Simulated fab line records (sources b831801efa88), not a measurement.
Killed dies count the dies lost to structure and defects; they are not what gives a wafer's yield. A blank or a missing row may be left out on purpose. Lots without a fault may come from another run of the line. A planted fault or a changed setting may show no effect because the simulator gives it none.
Which of the tools did it? || flow gf180mcu || 6 lots, 18 wafers sampled, at 2 steps of a route of 602

== WHAT EACH GAUGE READ, for each wafer ==
GF_HV_LDD_TW_MEAS_23.
{"lot": "L190", "measured": "day 11 11:01", "on": "filmMetro-02", "HV_LDD_2_TW": "1057 1061 1061"}
{"lot": "L192", "measured": "day 12 00:31", "on": "filmMetro-02", "HV_LDD_2_TW": "1051 1059 1055"}
{"lot": "L195", "measured": "day 13 06:52", "on": "filmMetro-03", "HV_LDD_2_TW": "1049 1052 1051"}
{"lot": "L201", "measured": "day 15 05:07", "on": "filmMetro-03", "HV_LDD_2_TW": "1164 1166 1163"}
{"lot": "L207", "measured": "day 16 21:16", "on": "filmMetro-03", "HV_LDD_2_TW": "1051 1049 1049"}
{"lot": "L210", "measured": "day 17 16:11", "on": "filmMetro-02", "HV_LDD_2_TW": "1058 1055 1065"}

== EACH LOT AND THE TOOL THAT RAN IT (in order: tool; ch and the chambers of the sampled wafers; start) ==
{"lot": "L190", "GF_HV_LDD_IMPLANT_21": "implanter-02 ch 0, day 11 10:46"}
{"lot": "L192", "GF_HV_LDD_IMPLANT_21": "implanter-02 ch 0, day 12 00:16"}
{"lot": "L195", "GF_HV_LDD_IMPLANT_21": "implanter-04 ch 0, day 13 06:37"}
{"lot": "L201", "GF_HV_LDD_IMPLANT_21": "implanter-04 ch 0, day 15 04:52"}
{"lot": "L207", "GF_HV_LDD_IMPLANT_21": "implanter-02 ch 0, day 16 21:01"}
{"lot": "L210", "GF_HV_LDD_IMPLANT_21": "implanter-02 ch 0, day 17 15:56"}
- GF_HV_LDD_IMPLANT_21

== THE ANSWER, worked out from the rows above alone ==
Rule: what is usual is taken from the lots themselves. Put in order of their means at a reading, lots are off if they are a third of the lots or fewer, leave a main group of 4 or more, and stand apart from it by a gap of 3 or more times the standard deviation of the main group's means; of several such gaps the widest counts. If all means in a main group match to the digits the tables above print for the reading, that group is not used. A lot without any number at a reading at which 4 lots or more have one is off too. All remaining lots with rows at the step are treated as sound.
Off: L201, at GF_HV_LDD_TW_MEAS_23 (HV_LDD_2_TW). Main group: mean 1055, sd 4.2.
If a tool, at a process step before that reading, ran all the lots that are off and no sound lot after the first of them, it fits. Gauges at GF_HV_LDD_TW_MEAS_23: tried the same way as those tools. One fits: implanter-04 at GF_HV_LDD_IMPLANT_21. A fault onset in the window from L195 (day 13 06:37, its last sound lot) to L201 (day 15 04:52, its first lot off) fits.

== WHAT WAS PUT IN BY THE SIMULATOR ==
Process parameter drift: implanter-04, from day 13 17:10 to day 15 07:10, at GF_HV_LDD_IMPLANT_21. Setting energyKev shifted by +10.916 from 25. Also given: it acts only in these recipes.
Shown lots that were struck: L201. Same finding as the rule above.
